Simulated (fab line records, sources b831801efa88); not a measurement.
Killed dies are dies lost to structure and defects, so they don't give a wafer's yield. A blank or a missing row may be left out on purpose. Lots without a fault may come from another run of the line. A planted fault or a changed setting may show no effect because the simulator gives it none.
Which tool did it? | flow gf180mcu | 6 lots, 18 wafers sampled, at 1 step of a route of 602

WHAT THE GAUGES READ, wafer by wafer
GF_M1_OVL_MEAS_15.
lot  | measured     | on         | M1_OVL (nm)
L736 | day 17 09:44 | overlay-02 | -4 4 5
L738 | day 18 14:18 | overlay-01 | 1 -3 8
L740 | day 19 04:29 | overlay-01 | -8 2 6
L742 | day 20 00:27 | overlay-02 | 5 -9 -1
L752 | day 23 09:11 | overlay-01 | -2 2 10
L756 | day 24 17:31 | overlay-01 | -1 5 0

WHICH TOOL RAN EACH LOT (tool, then ch and the chambers of the sampled wafers, then the start)
The record holds no process step before these readings.

THE ANSWER, worked out from the rows above alone
Rule: what is usual is taken from the lots themselves. Put in order of their means at a reading, lots are off if they are a third of the lots or fewer, leave a main group of 4 or more, and stand apart from it by a gap of 3 or more times the standard deviation of the main group's means; of several such gaps the widest counts. A main group whose means are all the same, to the digits that the tables above print for the reading, isn't used. A lot without any number at a reading at which 4 lots or more have one is off too. The other lots that the step has rows for count as sound.
No lot is off at any reading shown: from this, nothing can be told.

WHAT THE SIMULATOR HAD PUT IN
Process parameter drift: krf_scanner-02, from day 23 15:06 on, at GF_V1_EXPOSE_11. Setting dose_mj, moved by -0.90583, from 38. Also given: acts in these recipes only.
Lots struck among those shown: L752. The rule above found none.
